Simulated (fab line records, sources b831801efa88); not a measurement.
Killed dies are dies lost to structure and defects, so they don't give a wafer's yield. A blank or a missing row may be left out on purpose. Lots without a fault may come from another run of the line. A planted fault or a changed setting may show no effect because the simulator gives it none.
Chamber matching | flow gf180mcu | GF_CONTACT_CMP_04 on cmp-01: 4 sister chambers
The step polishes SiO2. 4 wafers are shown with their chamber, then 7 later ones without.

WAFERS WITH THEIR CHAMBER
wafer  | chamber | motor_current_A (A)
L116.6 | 3       | 13.6
L118.4 | 2       | 11.9
L123.4 | 0       | 12.2
L123.6 | 1       | 9.8

WAFERS WITHOUT THEIR CHAMBER
wafer  | motor_current_A (A)
L124.3 | 9.7
L124.4 | 11.2
L124.5 | 11.4
L130.1 | 9.7
L130.2 | 12.4
L130.6 | 10.4
L131.1 | 11.7

WHICH CHAMBER EACH WENT THROUGH
wafer  | from the rows above          | in truth
L124.3 | 1                            | 1
L124.4 | can't be placed: 2 or 0 or 1 | 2
L124.5 | can't be placed: 2 or 0      | 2
L130.1 | 1                            | 1
L130.2 | can't be placed: 0 or 2      | 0
L130.6 | 1                            | 1
L131.1 | can't be placed: 2 or 0      | 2
Placed correctly: 3 of 7. Can't be placed from these rows: 4 (the true chamber is among the candidates in 4). Placed wrongly: 0.
How it was worked out, from the rows above alone: a wafer's distance from a chamber is the root of the sum, over the readings, of the square of ((its reading less the chamber's mean) divided by the reading's scatter). The wafer belongs to the nearest chamber; if the next one is less than 2 further off, it can't be placed. A chamber's mean is the mean of its shown wafers. The scatter: with one shown wafer a chamber, the root of the mean of the squares of how far each hidden wafer lies from its nearest shown one.
